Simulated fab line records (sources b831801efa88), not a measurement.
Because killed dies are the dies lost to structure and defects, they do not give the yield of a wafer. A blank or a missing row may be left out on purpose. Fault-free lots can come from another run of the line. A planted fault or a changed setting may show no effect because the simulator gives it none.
Which tool was responsible? :: flow gf180mcu :: 45 wafers sampled from 15 lots at 1 step of a route of 602

== WHAT THE GAUGES READ, wafer by wafer ==
GF_V2_THK_MEAS_01.
lot: L169
measured: day 19 02:34
on: film_metro-03
V2_CVD_00_THK (nm): 596 597 598

lot: L171
measured: day 20 17:28
on: film_metro-04
V2_CVD_00_THK (nm): 601 597 600

lot: L172
measured: day 20 21:05
on: film_metro-04
V2_CVD_00_THK (nm): 603 600 596

lot: L173
measured: day 21 01:08
on: film_metro-04
V2_CVD_00_THK (nm): 601 599 602

lot: L174
measured: day 21 05:58
on: film_metro-04
V2_CVD_00_THK (nm): 600 598 587

lot: L178
measured: day 23 11:22
on: film_metro-04
V2_CVD_00_THK (nm): 603 601 610

lot: L181
measured: day 23 15:19
on: film_metro-04
V2_CVD_00_THK (nm): 594 592 597

lot: L182
measured: day 24 10:07
on: film_metro-03
V2_CVD_00_THK (nm): 596 596 598

lot: L184
measured: day 24 16:11
on: film_metro-04
V2_CVD_00_THK (nm): 603 600 601

lot: L185
measured: day 25 09:25
on: film_metro-01
V2_CVD_00_THK (nm): 591 594 592

lot: L187
measured: day 26 04:00
on: film_metro-04
V2_CVD_00_THK (nm): 595 604 600

lot: L188
measured: day 26 08:18
on: film_metro-03
V2_CVD_00_THK (nm): 605 606 602

lot: L189
measured: day 26 10:48
on: film_metro-01
V2_CVD_00_THK (nm): 596 596 607

lot: L190
measured: day 26 14:09
on: film_metro-03
V2_CVD_00_THK (nm): 602 597 597

lot: L191
measured: day 26 14:53
on: film_metro-01
V2_CVD_00_THK (nm): 591 601 591

== WHICH TOOL RAN EACH LOT (tool, then ch and the chambers of the sampled wafers, then the start) ==
The record shows no process step preceding these readings.

== WHAT THE TOOLS THEMSELVES READ (means of the sampled wafers that have a number; where no wafer has one, the mark that the record gives instead) ==
The record holds no such reading with a usual standard deviation.

== THE ANSWER, worked out from the rows above alone ==
Rule: usual is defined by the lots themselves. Put in order of their means at a reading, lots are off if they are a third of the lots or fewer, leave a main group of 4 or more, and stand apart from it by a gap of 3 or more times the standard deviation of the main group's means; of several such gaps the widest counts. If all means in a main group match to the digits the tables above print for the reading, that group is not used. Also off: a lot with no number at a reading for which 4 or more lots have one. Any other lot the step has rows for is counted as sound. After the gauges, taken in route order, come the tools' own readings; for these a lot's mean is taken, as printed above. The first step at which some lot is off is used, and at that step the reading that is off furthest; a lot without a number counts as furthest.
Across all readings shown, no lot is off: no conclusion can be drawn from this.

== WHAT THE SIMULATOR HAD PUT IN ==
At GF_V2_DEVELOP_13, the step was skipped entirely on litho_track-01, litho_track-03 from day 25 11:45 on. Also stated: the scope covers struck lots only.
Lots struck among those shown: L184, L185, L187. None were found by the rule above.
